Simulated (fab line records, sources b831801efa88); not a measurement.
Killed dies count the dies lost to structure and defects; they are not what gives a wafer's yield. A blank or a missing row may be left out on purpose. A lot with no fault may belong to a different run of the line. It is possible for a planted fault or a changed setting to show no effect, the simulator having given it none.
One fault seen from 2 desks :: flow sky130 :: numbers are kept per desk, each desk with only its own; the story behind them comes last

## AT THE TOOL OWNER'S DESK: lpcvd-03
The tool's own readings at SKY_SONOS_ONO_CVD_04 (deposits SiO2 from SiH4/N2O, target thk 5.7199 nm): means of the sampled wafers that have a number, for each lot that ran on this tool. A lot is out of limits, marked OUT, if its mean lies more than 4 standard deviations from the usual mean; the brackets give that distance.
Columns: A = spike-tc-centre-C at SKY_SONOS_ONO_CVD_04, usual 900.0 C; B = spike-tc-lower-C at SKY_SONOS_ONO_CVD_04, usual 900.8 C; C = spike-tc-upper-C at SKY_SONOS_ONO_CVD_04, usual 899.9 C
lot: L556
first seen here: day 11 06:56
A: 898.4
B: 901.3
C: 898.5

lot: L557
first seen here: day 11 11:57
A: 899.7
B: 900.7
C: 898.2

lot: L567
first seen here: day 15 13:35
A: 897.9
B: 899.4
C: 899.0

lot: L566
first seen here: day 15 14:50
A: 900.7
B: 901.3
C: 900.7

lot: L576
first seen here: day 18 08:02
A: 900.1
B: 901.5
C: 900.7

lot: L577
first seen here: day 18 09:17
A: 901.6
B: 901.6
C: 900.8

lot: L578
first seen here: day 18 19:28
A: 901.5
B: 900.7
C: 900.6

lot: L579
first seen here: day 19 06:13
A: 899.1
B: 900.8
C: 899.4
This desk's verdict: no lot among the 8 shows anything out of limits.

## FROM THE METROLOGY DESK
What the gauges read, lot by lot, whatever tool the lot ran on: means of the sampled wafers that have a number. A lot is out of limits, marked OUT, if its mean lies more than 4 standard deviations from the usual mean; the brackets give that distance.
Columns: A = VT_ADJUST_HVTP_TW at SKY_VT_ADJUST_HVTP_TW_MEAS_11, usual 1368; B = SONOS_ONO_CVD_04_THK at SKY_SONOS_ONO_THK_MEAS_05, usual 5.87 nm; C = SONOS_ONO_OVL at SKY_SONOS_ONO_OVL_MEAS_14, usual 0.0 nm
lot: L556
first seen here: day 5 21:31
A: 1350
B: 5.69
C: -0.1

lot: L557
first seen here: day 6 03:49
A: 1395
B: 5.94
C: 0.7

lot: L567
first seen here: day 9 07:52
A: 1347
B: 5.22 (-5.0) OUT
C: -0.4

lot: L566
first seen here: day 9 08:47
A: 1393
B: 5.49
C: 0.0

lot: L576
first seen here: day 11 10:25
A: 1394
B: 5.93
C: -0.4

lot: L577
first seen here: day 11 10:43
A: 1340
B: 5.97
C: -0.2

lot: L578
first seen here: day 11 20:01
A: 1391
B: 5.69
C: -0.7

lot: L579
first seen here: day 12 02:25
A: 1340
B: 5.97
C: 2.7
Finding of this desk: L567 out of limits, first seen on L567 at day 15 14:50 (SONOS_ONO_CVD_04_THK at SKY_SONOS_ONO_THK_MEAS_05). Within limits: L556, L557, L566, L576, L577, L578, L579.

## PUT TOGETHER
Metrology desk: alarm possible at day 15 14:50 on L567.
The desk of the tool owner found nothing out of limits.
Tool owner's desk: L567 on record, inside its limits.
Every lot named ran SKY_SONOS_ONO_CVD_04 on lpcvd-03.

## WHAT THE SIMULATOR PUT IN
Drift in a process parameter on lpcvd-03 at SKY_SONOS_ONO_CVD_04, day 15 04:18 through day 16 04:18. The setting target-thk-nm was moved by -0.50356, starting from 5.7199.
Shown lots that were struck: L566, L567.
Hours from the fault's start to each desk's first reading out of limits: the metrology desk, 11.
